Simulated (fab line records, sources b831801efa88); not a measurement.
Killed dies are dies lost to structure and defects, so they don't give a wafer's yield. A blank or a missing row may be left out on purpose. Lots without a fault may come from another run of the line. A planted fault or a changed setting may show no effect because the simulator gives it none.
A struck lot beside a sound one | flow sky130 | 18 steps out of a route of 708
Sound: wafers L195.1, L195.3, L195.6. Struck: wafers L205.1, L205.2, L205.6. The cause comes at the end.
At each step with rows: each side's tool, then ch and its chambers, then its first start. Under that, the readings that differ: sound wafers | struck wafers | difference of the means | sigmas: that difference in standard deviations of wafers without a fault.
alike: readings whose means differ by less than 2 such deviations, and words and numbers that are the same on both sides. not compared: withheld readings, readings that some wafer has no value for, bounds like >300 that may hide the same value, and numbers for which the record gives no deviation and whose values overlap.
The two part at a step that has a row with sigmas, a row that says differs or no value, or rows on one side only. Numbers that don't overlap but have no deviation are shown without sigmas and don't part them. A reading that every wafer of one side lacks parts them only if that side has two wafers or more.

SKY_NWELL_TW_MEAS_26:
  sound on film_metro-01, day 5 08:19; struck on film_metro-04, day 7 19:50
  alike: NWELL_2_TW
then, 1 step without rows for these wafers: SKY_NWELL_CLEAN_27 (cleans in SC1/SC2, time 150 s).
SKY_NWELL_RTA_28: time 30 s.
  sound on rtp_anneal-02 ch 0, day 5 08:28; struck on rtp_anneal-01 ch 0, day 7 19:57
  alike: lamp_power_pct, wafer_temp_C_max
SKY_NWELL_RS_MEAS_29: measures by four-point-probe.
  sound on film_metro-02, day 5 08:34; struck on film_metro-02, day 7 20:03
  alike: NWELL_RS
SKY_NWELL_RS_MEAS_31: measures by four-point-probe.
  sound on film_metro-02, day 5 08:49; struck on film_metro-02, day 7 20:17
  alike: PWDE_RS
then, 6 steps without rows for these wafers: SKY_VT_ADJUST_HVTP_DEHYDRATE_00 (time 60 s); SKY_VT_ADJUST_HVTP_HMDS_01 (prime time 60 s); SKY_VT_ADJUST_HVTP_COAT_02 (resist thk 1140 nm); SKY_VT_ADJUST_HVTP_SOFTBAKE_03 (time 60 s); SKY_VT_ADJUST_HVTP_EXPOSE_04 (exposes mask HVTPM, target cd 380 nm); SKY_VT_ADJUST_HVTP_PEB_05.
SKY_VT_ADJUST_HVTP_DEVELOP_06: develop time 60 s.
  sound on litho_track-03 ch 0, day 6 02:16; struck on litho_track-01 ch 0, day 8 16:34
SKY_VT_ADJUST_HVTP_CD_MEAS_07: target cd 380 nm.
  sound on cd_sem-02, day 6 02:25; struck on cd_sem-02, day 8 16:43
  reading    | sound             | struck | difference                    | sigmas
  cd_nm (nm) | 380.1 382.1 381.0 | - - -  | no value on the struck wafers |
SKY_VT_ADJUST_HVTP_OVL_MEAS_08:
  sound on overlay-02, day 6 02:32; struck on overlay-01, day 8 16:50
  reading                 | sound       | struck | difference                    | sigmas
  VT_ADJUST_HVTP_OVL (nm) | 2.6 3.5 3.4 | - - -  | no value on the struck wafers |
then, 1 step without rows for these wafers: SKY_VT_ADJUST_HVTP_IMPLANT_09.
SKY_VT_ADJUST_HVTP_STRIP_10: strips in O2/N2.
  sound on plasma_asher-03 ch 1, day 6 02:43; struck on plasma_asher-04 ch 0,1, day 8 17:01
  reading                      | sound             | struck            | difference | sigmas
  strip_time_to_endpoint_s (s) | 14.11 14.13 14.15 | 14.18 14.21 14.23 | +0.08      | +2
  alike: drypump_motor_current_A, oes_product_au
  not compared: rf_hours_counter_h
SKY_VT_ADJUST_HVTP_TW_MEAS_11:
  sound on film_metro-01, day 6 02:49; struck on film_metro-01, day 8 17:07
  reading           | sound          | struck   | difference | sigmas
  VT_ADJUST_HVTP_TW | 1367 1361 1373 | 30 30 30 | -1337      | -99 or more
then, 1 step without rows for these wafers: SKY_VT_ADJUST_LVTN_DEHYDRATE_00 (time 60 s).

WHERE THEY PART
First at SKY_VT_ADJUST_HVTP_CD_MEAS_07; last, within this record, at SKY_VT_ADJUST_HVTP_TW_MEAS_11.

WHY: what the simulator had put in
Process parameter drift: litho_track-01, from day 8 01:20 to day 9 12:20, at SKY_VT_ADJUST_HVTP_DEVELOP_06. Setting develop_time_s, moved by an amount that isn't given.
